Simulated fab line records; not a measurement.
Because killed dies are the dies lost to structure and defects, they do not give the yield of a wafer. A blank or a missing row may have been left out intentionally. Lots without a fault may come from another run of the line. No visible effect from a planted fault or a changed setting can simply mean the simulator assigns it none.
Comparing a struck lot with a sound one -- flow sky130 -- 33 out of 708 route steps
Sound: these wafers, L863.1, L863.2, L863.4. Struck: wafers L860.2, L860.3, L860.6. Last of all comes the cause.
Per side, at each step with rows, come the tool, then ch with its chambers, and then its first start. Under that, the readings that differ: sound wafers -- struck wafers -- difference of the means -- sigmas: that difference in standard deviations of wafers without a fault.
alike: a reading whose means differ by less than 2 such deviations, as well as words and numbers matching on both sides. not compared: withheld readings; readings where some wafer has no value; bounds like >300 that might hide an equal value; numbers whose values overlap and for which the record gives no deviation.
Wherever a step has rows on one side only, a row that says differs or no value, or a row with sigmas, the two part there. Numbers that don't overlap but have no deviation are shown without sigmas and don't part them. A reading missing from all wafers of one side parts the sides only when that side holds two or more wafers.

first, 5 steps without rows for these wafers: SKY_POLY_CUT_COAT_03 (resist thk 450 nm); SKY_POLY_CUT_SOFTBAKE_04 (time 90 s); SKY_POLY_CUT_EXPOSE_05 (exposes mask NPCM, target cd 270 nm); SKY_POLY_CUT_PEB_06; SKY_POLY_CUT_DEVELOP_07 (develop time 60 s).
SKY_POLY_CUT_CD_MEAS_08: the cd target is 270 nm.
  sound on cdSem-02 at day 30 04:49; struck on cdSem-01 at day 29 13:05
  alike: cdNm
SKY_POLY_CUT_OVL_MEAS_09:
  sound on overlay-02 at day 30 04:56; struck on overlay-01 at day 29 13:11
  alike: POLY_CUT_OVL
SKY_POLY_CUT_ETCH_10: etches BARC in N2/H2, stops on SiO2, time 45.9 s, target depth 60 nm.
  sound on rieDiel-04 ch 0,2,3, day 30 04:58; struck on rieDiel-01 ch 0,2, day 29 13:13
  alike: drypumpMotorCurrentA, oesProductAu, throttleValvePct
  not compared: rfHoursCounterH
SKY_POLY_CUT_ETCH_11: etches Si3N4 in CF4/CH2F2/Ar, stops on poly-Si, time 42.5 s, target depth 60 nm.
  sound on rieDiel-04 ch 0,2,3, day 30 05:01; struck on rieDiel-01 ch 0,2, day 29 13:16
  alike: cf4FlowSccm, drypumpMotorCurrentA, oesProductAu, throttleValvePct
  not compared: rfHoursCounterH
SKY_POLY_CUT_STRIP_12: strips in O2/N2.
  sound on plasmaAsher-02 ch 0,1, day 30 05:03; struck on plasmaAsher-04 ch 0,1, day 29 13:18
reading,sound,struck,difference,sigmas
stripTimeToEndpointS (s),5.377 5.386 5.365,5.339 5.329 5.317,-0.048,-3
  alike: drypumpMotorCurrentA, oesProductAu
  not compared: rfHoursCounterH
then, 2 steps without rows for these wafers: SKY_SD_P_DEHYDRATE_00 (time 60 s); SKY_SD_P_HMDS_01 (prime time 60 s).
SKY_SD_P_COAT_02: resist thk 1140 nm.
  sound on lithoTrack-04 ch 0, day 30 18:37; struck on lithoTrack-03, day 30 03:26
  no value came back on the struck wafers for chillPlateTempC (C), dispensePressureKPa (kPa), exhaustPa (Pa); on the sound wafers chillPlateTempC (C) reads 23.04 22.94 23.04
then, 4 steps without rows for these wafers: SKY_SD_P_SOFTBAKE_03 (time 60 s); SKY_SD_P_EXPOSE_04 (exposes mask PSDM, target cd 380 nm); SKY_SD_P_PEB_05; SKY_SD_P_DEVELOP_06 (develop time 60 s).
SKY_SD_P_CD_MEAS_07: the cd target is 380 nm.
  sound on cdSem-02 at day 31 09:18; struck on cdSem-01 at day 30 17:14
reading,sound,struck,difference,sigmas
cdNm (nm),382 379 377,- - -,no value on the struck wafers,
SKY_SD_P_OVL_MEAS_08:
  sound on overlay-02 at day 31 09:25; struck on overlay-02 at day 30 17:20
reading,sound,struck,difference,sigmas
SD_P_OVL (nm),1.5 0.2 0.9,- - -,no value on the struck wafers,
next, for these wafers, 1 step has no rows: SKY_SD_P_IMPLANT_09.
SKY_SD_P_STRIP_10: strips in O2/N2.
  sound on plasmaAsher-04 ch 0,1, day 31 09:37; struck on plasmaAsher-04 ch 0,1, day 30 17:31
  no value came back on the struck wafers for oesProductAu (a.u.), stripTimeToEndpointS (s); on the sound wafers oesProductAu (a.u.) reads 0.627 0.614 0.617
  alike: drypumpMotorCurrentA
  not compared: rfHoursCounterH
SKY_SD_P_TW_MEAS_11:
  sound on filmMetro-02 at day 31 09:43; struck on filmMetro-02 at day 30 17:37
  alike: SD_P_TW
then, 8 steps without rows for these wafers: SKY_RES_XHIGH_DEHYDRATE_00 (time 60 s); SKY_RES_XHIGH_HMDS_01 (prime time 60 s); SKY_RES_XHIGH_COAT_02 (resist thk 1140 nm); SKY_RES_XHIGH_SOFTBAKE_03 (time 60 s); SKY_RES_XHIGH_EXPOSE_04 (exposes mask URPM, target cd 1270 nm); SKY_RES_XHIGH_PEB_05; SKY_RES_XHIGH_DEVELOP_06 (develop time 60 s); SKY_RES_XHIGH_IMPLANT_07.
SKY_RES_XHIGH_STRIP_08: strips in O2/N2.
  sound on plasmaAsher-02 ch 0,1, day 32 12:10; struck on plasmaAsher-03 ch 0,1, day 31 21:34
  alike: drypumpMotorCurrentA, oesProductAu, stripTimeToEndpointS
  not compared: rfHoursCounterH
SKY_RES_XHIGH_TW_MEAS_09:
  sound on filmMetro-03 at day 32 12:16; struck on filmMetro-02 at day 31 21:41
reading,sound,struck,difference,sigmas
RES_XHIGH_TW,1629 1635 1644,2868 2882 2871,+1238,+99 or more
then, 1 step without rows for these wafers: SKY_SD_N_DEHYDRATE_00 (time 60 s).

WHERE THEY PART
Last at SKY_RES_XHIGH_TW_MEAS_09 as far as this record goes, first at SKY_POLY_CUT_STRIP_12.

WHY: whatever the simulator had introduced
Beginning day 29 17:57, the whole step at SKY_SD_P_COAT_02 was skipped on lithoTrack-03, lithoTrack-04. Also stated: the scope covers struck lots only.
